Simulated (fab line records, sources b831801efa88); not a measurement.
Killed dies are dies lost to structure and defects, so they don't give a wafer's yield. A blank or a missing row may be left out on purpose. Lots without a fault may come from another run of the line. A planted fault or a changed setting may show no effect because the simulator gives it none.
A struck lot beside a sound one | flow sky130 | 15 steps out of a route of 708
Sound: wafers L426.1, L426.3, L426.6. Struck: wafers L432.3, L432.5, L432.6. The cause comes at the end.
At each step with rows: each side's tool, then ch and its chambers, then its first start. Under that, the readings that differ: sound wafers | struck wafers | difference of the means | sigmas: that difference in standard deviations of wafers without a fault.
alike: readings whose means differ by less than 2 such deviations, and words and numbers that are the same on both sides. not compared: withheld readings, readings that some wafer has no value for, bounds like >300 that may hide the same value, and numbers for which the record gives no deviation and whose values overlap.
The two part at a step that has a row with sigmas, a row that says differs or no value, or rows on one side only. Numbers that don't overlap but have no deviation are shown without sigmas and don't part them. A reading that every wafer of one side lacks parts them only if that side has two wafers or more.

SKY_LDD_HVN_OVL_MEAS_07:
  sound on overlay-02, day 21 16:17; struck on overlay-02, day 24 03:57
  alike: LDD_HVN_OVL
then, 1 step without rows for these wafers: SKY_LDD_HVN_IMPLANT_08.
SKY_LDD_HVN_STRIP_09: strips in O2/N2.
  sound on plasma_asher-04 ch 0,1, day 21 16:37; struck on plasma_asher-02 ch 0,1, day 24 04:10
  alike: drypump_motor_current_A, oes_product_au, strip_time_to_endpoint_s
  not compared: rf_hours_counter_h
SKY_LDD_HVN_TW_MEAS_10:
  sound on film_metro-03, day 21 16:43; struck on film_metro-03, day 24 04:15
  alike: LDD_HVN_TW
then, 7 steps without rows for these wafers: SKY_LDD_HVP_DEHYDRATE_00 (time 60 s); SKY_LDD_HVP_HMDS_01 (prime time 60 s); SKY_LDD_HVP_COAT_02 (resist thk 300 nm); SKY_LDD_HVP_SOFTBAKE_03 (time 60 s); SKY_LDD_HVP_EXPOSE_04 (exposes mask HVPTM, target cd 700 nm); SKY_LDD_HVP_PEB_05; SKY_LDD_HVP_DEVELOP_06 (develop time 60 s).
SKY_LDD_HVP_OVL_MEAS_07:
  sound on overlay-01, day 22 23:17; struck on overlay-01, day 25 09:33
  alike: LDD_HVP_OVL
SKY_LDD_HVP_IMPLANT_08:
  sound on implanter-02 ch 0, day 22 23:19; struck on implanter-04, day 25 09:37
  no value came back on the struck wafers for beam_energy_keV, beam_on_s (s), implant_ion_amu; on the sound wafers beam_energy_keV reads 20.008 19.990 19.998
SKY_LDD_HVP_STRIP_09: strips in O2/N2.
  sound on plasma_asher-04 ch 0,1, day 22 23:28; struck on plasma_asher-04 ch 0,1, day 25 09:45
  alike: drypump_motor_current_A, oes_product_au, strip_time_to_endpoint_s
  not compared: rf_hours_counter_h
SKY_LDD_HVP_TW_MEAS_10:
  sound on film_metro-01, day 22 23:34; struck on film_metro-03, day 25 09:50
  reading    | sound             | struck         | difference | sigmas
  LDD_HVP_TW | 457.8 462.8 457.7 | 29.5 29.7 29.7 | -429.8     | -99 or more

WHERE THEY PART
First at SKY_LDD_HVP_IMPLANT_08; last, within this record, at SKY_LDD_HVP_TW_MEAS_10.

WHY: what the simulator had put in
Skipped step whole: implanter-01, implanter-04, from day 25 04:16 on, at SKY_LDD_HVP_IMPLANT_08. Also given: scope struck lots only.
